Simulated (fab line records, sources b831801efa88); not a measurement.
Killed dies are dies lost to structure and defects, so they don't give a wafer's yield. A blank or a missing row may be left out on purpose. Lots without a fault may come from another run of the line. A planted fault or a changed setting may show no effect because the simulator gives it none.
One fault seen from 2 desks | flow gf180mcu | each desk has only its own numbers; what lay behind them comes last

THE METROLOGY DESK
What the gauges read, lot by lot, whatever tool the lot ran on: means of the sampled wafers that have a number. A lot is out of limits, marked OUT, if its mean lies more than 4 standard deviations from the usual mean; the brackets give that distance.
Columns: A = HV_LDD_CVD_54_THK at GF_HV_LDD_THK_MEAS_55, usual 9.99 nm; B = CONTACT_CVD_00_THK at GF_CONTACT_THK_MEAS_01, usual 299.2 nm
lot  | first seen here | A               | B
L464 | day 12 21:04    | 10.09           | 298.4
L465 | day 13 13:02    | 10.15           | 299.1
L466 | day 13 15:19    | 10.12           | 298.0
L467 | day 13 16:52    | 9.74            | 299.4
L469 | day 14 14:52    | 9.91            | 302.4
L471 | day 15 12:26    | 10.05           | 294.3
L472 | day 15 13:27    | 9.98            | 298.9
L473 | day 15 19:41    | 9.93            | 299.5
L481 | day 18 14:32    | 12.53 (+21) OUT | 300.1
L483 | day 19 12:32    | 9.98            | 298.8
L484 | day 19 15:33    | 9.96            | 300.5
L485 | day 19 18:13    | 10.00           | 297.7
This desk's finding: out of limits on L481; first on L481, day 18 14:32 (HV_LDD_CVD_54_THK at GF_HV_LDD_THK_MEAS_55). In limits: L464, L465, L466, L467, L469, L471, L472, L473, L483, L484, L485.

THE TOOL OWNER'S DESK: lpcvd-02
The tool's own readings at GF_HV_LDD_CVD_54 (deposits SiO2 from TEOS, target thk 10 nm, time 75 s): means of the sampled wafers that have a number, for each lot that ran on this tool. A lot is out of limits, marked OUT, if its mean lies more than 4 standard deviations from the usual mean; the brackets give that distance.
Columns: A = spike_tc_bottom_C at GF_HV_LDD_CVD_54, usual 701.5 C; B = spike_tc_centre_C at GF_HV_LDD_CVD_54, usual 680.9 C; C = spike_tc_lower_C at GF_HV_LDD_CVD_54, usual 680.2 C; D = spike_tc_top_C at GF_HV_LDD_CVD_54, usual 695.1 C; E = spike_tc_upper_C at GF_HV_LDD_CVD_54, usual 679.9 C
lot  | first seen here | A                | B                | C                | D     | E
L465 | day 13 12:01    | 701.2            | 680.3            | 680.1            | 694.4 | 679.1
L469 | day 14 13:50    | 703.4            | 682.4            | 679.0            | 693.1 | 677.6
L473 | day 15 18:40    | 704.0            | 682.6            | 679.0            | 693.7 | 678.2
L481 | day 18 13:01    | 713.1 (+6.5) OUT | 693.2 (+9.5) OUT | 689.2 (+8.2) OUT | 702.2 | 687.7 (+5.2) OUT
This desk's finding: out of limits on L481; first on L481, day 18 13:01 (spike_tc_bottom_C at GF_HV_LDD_CVD_54). In limits: L465, L469, L473.

PUT TOGETHER
The tool owner's desk could have raised an alarm at day 18 13:01, on L481.
The metrology desk could have raised an alarm at day 18 14:32, on L481.
Of the lots named, all ran GF_HV_LDD_CVD_54 on lpcvd-02.

WHAT THE SIMULATOR HAD PUT IN
Process parameter drift: lpcvd-02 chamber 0, from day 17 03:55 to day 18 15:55, at GF_HV_LDD_CVD_54. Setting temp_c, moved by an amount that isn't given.
Lots struck among those shown: L481.
Hours from the fault's start to each desk's first reading out of limits: the tool owner's desk, 33; the metrology desk, 35.
